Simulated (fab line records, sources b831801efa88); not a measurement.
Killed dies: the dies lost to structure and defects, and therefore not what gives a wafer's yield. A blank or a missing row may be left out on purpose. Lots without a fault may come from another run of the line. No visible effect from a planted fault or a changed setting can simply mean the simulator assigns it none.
Chamber matching | flow gf180mcu | rie_si-01 running GF_STI_ETCH_14: 4 sister chambers
The step etches Si in HBr/Cl2/O2, target depth 360 nm, time 102.9 s. 14 wafers are shown with their chamber, then 6 later ones without.

## WAFERS, EACH WITH ITS CHAMBER
wafer  | chamber | drypump_motor_current_A (A) | oes_product_au (a.u.) | run_length_s (s)
L836.3 | 2       | 5.7                         | 1.006                 | 130.8
L836.4 | 1       | 4.9                         | 0.993                 | 131.2
L836.5 | 2       | 5.6                         | 0.991                 | 130.4
L837.1 | 0       | 5.8                         | 1.005                 | 131.0
L837.3 | 2       | 5.7                         | 0.990                 | 131.2
L837.6 | 3       | 6.5                         | 1.012                 | 131.4
L839.1 | 2       | 5.7                         | 0.993                 | 130.2
L839.3 | 3       | 6.5                         | 1.009                 | 131.8
L839.4 | 0       | 5.8                         | 0.999                 | 130.2
L844.1 | 3       | 6.5                         | 1.011                 | 131.8
L844.4 | 0       | 5.8                         | 1.002                 | 130.5
L844.6 | 3       | 6.5                         | 1.012                 | 132.3
L848.4 | 2       | 5.7                         | 1.001                 | 130.3
L850.1 | 2       | 5.7                         | 1.007                 | 130.2

SIGNATURES (means of the wafers above)
reading                 | chamber 0 | chamber 1 | chamber 2 | chamber 3 | scatter within a chamber
drypump_motor_current_A | 5.800     | 4.900     | 5.683     | 6.500     | 0.0289
oes_product_au          | 1.00200   | 0.99300   | 0.99800   | 1.01100   | 0.00562
run_length_s            | 130.567   | 131.200   | 130.517   | 131.825   | 0.393
Rule: for a wafer and a chamber, the distance is found by dividing, reading by reading, the gap between the wafer's reading and the chamber's mean by the reading's scatter, squaring, summing and taking the root. The wafer belongs to the nearest chamber; if the next one is less than 2 further off, it can't be placed. How the scatter is found: for the shown wafers, subtract from each reading the mean of its chamber, square and add these, divide the total by (wafers less chambers), then take the root.

## WAFERS WITHOUT THEIR CHAMBER
wafer  | drypump_motor_current_A (A) | oes_product_au (a.u.) | run_length_s (s)
L850.5 | 5.7                         | 1.003                 | 130.5
L850.6 | 6.5                         | 1.013                 | 131.8
L851.4 | 5.8                         | 0.994                 | 131.1
L856.4 | 5.8                         | 0.998                 | 130.3
L856.5 | 5.8                         | 0.996                 | 130.5
L856.6 | 4.9                         | 0.992                 | 131.4

## EACH ONE'S CHAMBER
wafer  | from the rows above | in truth
L850.5 | 2                   | 2
L850.6 | 3                   | 3
L851.4 | 0                   | 0
L856.4 | 0                   | 0
L856.5 | 0                   | 0
L856.6 | 1                   | 1
6 of 6 placed correctly. From these rows, 0 cannot be placed. 0 placed wrongly.
